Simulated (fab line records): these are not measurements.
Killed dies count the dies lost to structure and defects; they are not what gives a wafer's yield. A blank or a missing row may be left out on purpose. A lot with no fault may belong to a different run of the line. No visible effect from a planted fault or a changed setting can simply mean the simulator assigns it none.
Problem report, 8D (eight disciplines) form, completed by code + flow sky130 + the parts of the form that need people (team, actions taken, sign-off) are left out

1. THE PROBLEM
At SKY_PAD_OPEN_PROBE_99, sort_bin_5_function averages 92.9 % over 6 wafers from 2 lots, while fault-free wafers read 10.4 %, standard deviation 1.5. That puts it +55 standard deviations away from the usual mean.
Seen first at day 49 13:44 on prober-02, wafer L465.3. The record has a number at this step for 12 wafers belonging to 4 lots. Rule for "out" (also "out of limits"): further than 4 standard deviations from the usual mean. The other wafers with a number count as sound.

2. WHAT IT IS; WHAT IT IS NOT
| question                    | is                                                                                                            | is not                                                                                      |
|-----------------------------|---------------------------------------------------------------------------------------------------------------|---------------------------------------------------------------------------------------------|
| which readings at this step | sort_bin_5_function, defectLimitedYield, killed_at_M0_to_M3, killedDies, killedOnRim, sortNPass, sortYieldPct | killed_at_M4_up, killedAtContacts, killedAtFrontEnd, killedAtOther, killedOpen, killedShort |
| which lots                  | L464, L465                                                                                                    | L451, L469                                                                                  |
| which wafers of those lots  | all that have a number                                                                                        | -                                                                                           |
| read on which tools         | prober-02                                                                                                     | -                                                                                           |
| when                        | from day 49 13:44                                                                                             | up to then (3 sound wafers); but 3 sound wafers of L469 came after                          |

3. THE SUSPECTS, EACH WITH WHAT RULES IT OUT
Counting: any tool at a process step up to the reading is kept as a suspect provided that every lot that is out went through it and no sound lot did after the first of them.
- rieDiel-02 at SKY_VIA1_ETCH_14 (etches BARC in N2/H2, stops on SiO2, time 45.9 s, target depth 60 nm): kept. It processed each lot that is out, first L465 at day 38 20:02, and no sound lot thereafter; up to then, the last sound lot it processed was L451 at day 34 17:11.
- rieDiel-04 at SKY_METAL3_ETCH_17 (etches SiO2 in C4F8/O2/Ar, stops on TiN, time 3.9 s, target depth 15 nm): ruled out as a lasting fault. The sound lots L469 went through it after L465, its earliest lot that is out (day 43 03:37).
- prober-02 at SKY_PAD_OPEN_PROBE_99: ruled out as a lasting fault. The sound lots L469 went through it after L465, its earliest lot that is out (day 49 13:44).
Left after counting: rieDiel-02 at SKY_VIA1_ETCH_14.

4. THE CAUSE (what the simulator had put in)
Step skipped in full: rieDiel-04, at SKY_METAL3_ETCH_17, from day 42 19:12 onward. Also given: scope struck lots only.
The count ruled it out by mistake, since the rule takes a fault to strike every lot its tool runs from the start of the fault on, and this one did not do so.

5. THE CHAIN OF EFFECTS, in route order
Rows list readings where the struck wafers' mean (over those with a number) sits beyond 3 standard deviations from the usual. Readings are gone through only where the record gives a usual standard deviation; hours: the median, over the lots, of the time from a lot's start at the first step in this table giving one to that lot's start at this step; sigmas: the change measured in usual standard deviations.
| hours | step                  | reading             | usual  | on struck wafers | change | sigmas |
|-------|-----------------------|---------------------|--------|------------------|--------|--------|
| 0     | SKY_PAD_OPEN_PROBE_99 | defectLimitedYield  | 82.5 % | 0.0              | -82.5  | -41    |
| 0     | SKY_PAD_OPEN_PROBE_99 | killed_at_M0_to_M3  | 44     | 449              | +405   | +53    |
| 0     | SKY_PAD_OPEN_PROBE_99 | killedDies          | 86     | 492              | +406   | +41    |
| 0     | SKY_PAD_OPEN_PROBE_99 | killedOnRim         | 17     | 96               | +79    | +22    |
| 0     | SKY_PAD_OPEN_PROBE_99 | sort_bin_5_function | 10.4 % | 92.9             | +82.5  | +55    |
| 0     | SKY_PAD_OPEN_PROBE_99 | sortNPass           | 406    | 0                | -406   | -41    |
| 0     | SKY_PAD_OPEN_PROBE_99 | sortYieldPct        | 82.5 % | 0.0              | -82.5  | -41    |
The process steps in it:
- SKY_PAD_OPEN_PROBE_99
Readings that are blank on the struck wafers while sound wafers have them: biasW at SKY_METAL3_ETCH_17; chamberPressureMTorr at SKY_METAL3_ETCH_17; oesProductAu at SKY_METAL3_ETCH_17.

6. HOW IT WOULD HAVE BEEN CAUGHT EARLIER
The fault began at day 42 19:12; the first out-of-limits reading in this record came at day 49 13:44, 163 hours later.
At SKY_METAL3_ETCH_17 the tool's readings are blank on the struck wafers, where sound wafers have them: an empty tool record is the first sign, and it was there at once.
